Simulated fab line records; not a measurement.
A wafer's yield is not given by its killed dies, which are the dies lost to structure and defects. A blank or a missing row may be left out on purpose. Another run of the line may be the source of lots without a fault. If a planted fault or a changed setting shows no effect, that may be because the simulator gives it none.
The tool behind it: which one? || flow gf180mcu || 14 lots, 42 wafers sampled, at 2 steps of a route of 602

## WHAT EACH GAUGE READ, for each wafer
GF_M5_CD_MEAS_07: the cd target is 280 nm. Usual: 280.5 nm for cd_nm, sd 1.3.
{"lot": "L723", "measured": "day 26 20:32", "on": "cd_sem-02", "cd_nm (nm)": "281.1 279.8 281.7", "flag": ""}
{"lot": "L724", "measured": "day 27 15:20", "on": "cd_sem-02", "cd_nm (nm)": "280.9 280.7 281.3", "flag": ""}
{"lot": "L725", "measured": "day 27 23:55", "on": "cd_sem-02", "cd_nm (nm)": "277.0 278.3 278.3", "flag": ""}
{"lot": "L726", "measured": "day 28 06:29", "on": "cd_sem-02", "cd_nm (nm)": "280.5 279.1 280.6", "flag": ""}
{"lot": "L727", "measured": "day 28 18:27", "on": "cd_sem-02", "cd_nm (nm)": "278.9 279.8 279.7", "flag": ""}
{"lot": "L730", "measured": "day 29 09:22", "on": "cd_sem-02", "cd_nm (nm)": "281.2 282.2 280.0", "flag": ""}
{"lot": "L731", "measured": "day 29 14:02", "on": "cd_sem-02", "cd_nm (nm)": "279.0 280.9 279.5", "flag": ""}
{"lot": "L734", "measured": "day 30 10:20", "on": "cd_sem-02", "cd_nm (nm)": "278.9 280.3 279.7", "flag": ""}
{"lot": "L735", "measured": "day 30 13:50", "on": "cd_sem-02", "cd_nm (nm)": "280.9 281.5 281.5", "flag": ""}
{"lot": "L736", "measured": "day 30 22:16", "on": "cd_sem-02", "cd_nm (nm)": "280.4 281.4 282.5", "flag": ""}
{"lot": "L737", "measured": "day 31 03:38", "on": "cd_sem-01", "cd_nm (nm)": "282.2 283.2 281.6", "flag": ""}
{"lot": "L740", "measured": "day 31 18:50", "on": "cd_sem-02", "cd_nm (nm)": "279.8 280.7 279.5", "flag": ""}
{"lot": "L742", "measured": "day 32 05:58", "on": "cd_sem-02", "cd_nm (nm)": "280.1 280.6 280.6", "flag": ""}
{"lot": "L743", "measured": "day 32 15:20", "on": "cd_sem-02", "cd_nm (nm)": "280.7 281.9 282.4", "flag": ""}

## WHAT TOOL EACH LOT RAN ON (gives the tool, then ch and the chambers of the sampled wafers, and finally the start)
{"lot": "L723", "GF_MIM_STRIP_20": "plasma_asher-04 ch 0,1, day 25 22:45"}
{"lot": "L724", "GF_MIM_STRIP_20": "plasma_asher-04 ch 0,1, day 26 18:37"}
{"lot": "L725", "GF_MIM_STRIP_20": "plasma_asher-02 ch 0,1, day 27 03:12"}
{"lot": "L726", "GF_MIM_STRIP_20": "plasma_asher-04 ch 0,1, day 27 10:46"}
{"lot": "L727", "GF_MIM_STRIP_20": "plasma_asher-03 ch 0,1, day 27 21:47"}
{"lot": "L730", "GF_MIM_STRIP_20": "plasma_asher-02 ch 0,1, day 28 13:59"}
{"lot": "L731", "GF_MIM_STRIP_20": "plasma_asher-02 ch 0,1, day 28 19:16"}
{"lot": "L734", "GF_MIM_STRIP_20": "plasma_asher-03 ch 0,1, day 29 15:22"}
{"lot": "L735", "GF_MIM_STRIP_20": "plasma_asher-04 ch 0,1, day 29 17:59"}
{"lot": "L736", "GF_MIM_STRIP_20": "plasma_asher-02 ch 1, day 30 02:58"}
{"lot": "L737", "GF_MIM_STRIP_20": "plasma_asher-04 ch 0,1, day 30 09:07"}
{"lot": "L740", "GF_MIM_STRIP_20": "plasma_asher-02 ch 0,1, day 31 00:30"}
{"lot": "L742", "GF_MIM_STRIP_20": "plasma_asher-03 ch 1, day 31 12:19"}
{"lot": "L743", "GF_MIM_STRIP_20": "plasma_asher-04 ch 0,1, day 31 22:07"}
- GF_MIM_STRIP_20: strips in O2/N2.

## WHAT THE TOOLS THEMSELVES READ (means of the sampled wafers that have a number; where no wafer has one, the mark that the record gives instead)
GF_MIM_STRIP_20. Usual: drypump_motor_current_A 5.6 A, standard deviation 0.49; heater_power_w 323 W, standard deviation 13; oes_product_au 0.691 a.u., standard deviation 0.0046; strip_time_to_endpoint_s 11.24 s, standard deviation 0.051.
{"lot": "L723", "tool": "plasma_asher-04", "drypump_motor_current_A (A)": 5.3, "heater_power_w (W)": 323, "oes_product_au (a.u.)": 0.685, "strip_time_to_endpoint_s (s)": 11.17, "flag": ""}
{"lot": "L724", "tool": "plasma_asher-04", "drypump_motor_current_A (A)": 5.7, "heater_power_w (W)": 323, "oes_product_au (a.u.)": 0.690, "strip_time_to_endpoint_s (s)": 11.21, "flag": ""}
{"lot": "L725", "tool": "plasma_asher-02", "drypump_motor_current_A (A)": 5.5, "heater_power_w (W)": 327, "oes_product_au (a.u.)": 0.691, "strip_time_to_endpoint_s (s)": 11.24, "flag": ""}
{"lot": "L726", "tool": "plasma_asher-04", "drypump_motor_current_A (A)": 5.3, "heater_power_w (W)": 323, "oes_product_au (a.u.)": 0.687, "strip_time_to_endpoint_s (s)": 11.20, "flag": ""}
{"lot": "L727", "tool": "plasma_asher-03", "drypump_motor_current_A (A)": 5.8, "heater_power_w (W)": 337, "oes_product_au (a.u.)": 0.690, "strip_time_to_endpoint_s (s)": 11.23, "flag": ""}
{"lot": "L730", "tool": "plasma_asher-02", "drypump_motor_current_A (A)": 5.4, "heater_power_w (W)": 322, "oes_product_au (a.u.)": 0.693, "strip_time_to_endpoint_s (s)": 11.29, "flag": ""}
{"lot": "L731", "tool": "plasma_asher-02", "drypump_motor_current_A (A)": 5.4, "heater_power_w (W)": 314, "oes_product_au (a.u.)": 0.696, "strip_time_to_endpoint_s (s)": 11.27, "flag": ""}
{"lot": "L734", "tool": "plasma_asher-03", "drypump_motor_current_A (A)": 5.8, "heater_power_w (W)": 335, "oes_product_au (a.u.)": 0.688, "strip_time_to_endpoint_s (s)": 11.15, "flag": ""}
{"lot": "L735", "tool": "plasma_asher-04", "drypump_motor_current_A (A)": 5.2, "heater_power_w (W)": 320, "oes_product_au (a.u.)": 0.689, "strip_time_to_endpoint_s (s)": 11.18, "flag": ""}
{"lot": "L736", "tool": "plasma_asher-02", "drypump_motor_current_A (A)": 5.9, "heater_power_w (W)": 311, "oes_product_au (a.u.)": 0.690, "strip_time_to_endpoint_s (s)": 11.22, "flag": ""}
{"lot": "L737", "tool": "plasma_asher-04", "drypump_motor_current_A (A)": 5.2, "heater_power_w (W)": 323, "oes_product_au (a.u.)": 0.691, "strip_time_to_endpoint_s (s)": 11.21, "flag": ""}
{"lot": "L740", "tool": "plasma_asher-02", "drypump_motor_current_A (A)": 5.7, "heater_power_w (W)": 312, "oes_product_au (a.u.)": 0.687, "strip_time_to_endpoint_s (s)": 11.15, "flag": ""}
{"lot": "L742", "tool": "plasma_asher-03", "drypump_motor_current_A (A)": 5.5, "heater_power_w (W)": 323, "oes_product_au (a.u.)": 0.697, "strip_time_to_endpoint_s (s)": 11.26, "flag": ""}
{"lot": "L743", "tool": "plasma_asher-04", "drypump_motor_current_A (A)": 5.7, "heater_power_w (W)": 325, "oes_product_au (a.u.)": 0.690, "strip_time_to_endpoint_s (s)": 11.26, "flag": ""}

## THE ANSWER, worked out from the rows above alone
Rule: lot off if the mean of its wafers having a number is beyond 3 standard deviations from the usual mean. A lot without any number at a reading at which 4 lots or more have one is off too. Any other lot the step has rows for is counted as sound. First the gauges in route order, then the tools' own readings, where a lot's mean is used as printed above. The first step at which some lot is off is used, and at that step the reading that is off furthest; a lot without a number counts as furthest.
Across all readings shown, no lot is off: no conclusion can be drawn from this.

## WHAT THE SIMULATOR HAD INSERTED
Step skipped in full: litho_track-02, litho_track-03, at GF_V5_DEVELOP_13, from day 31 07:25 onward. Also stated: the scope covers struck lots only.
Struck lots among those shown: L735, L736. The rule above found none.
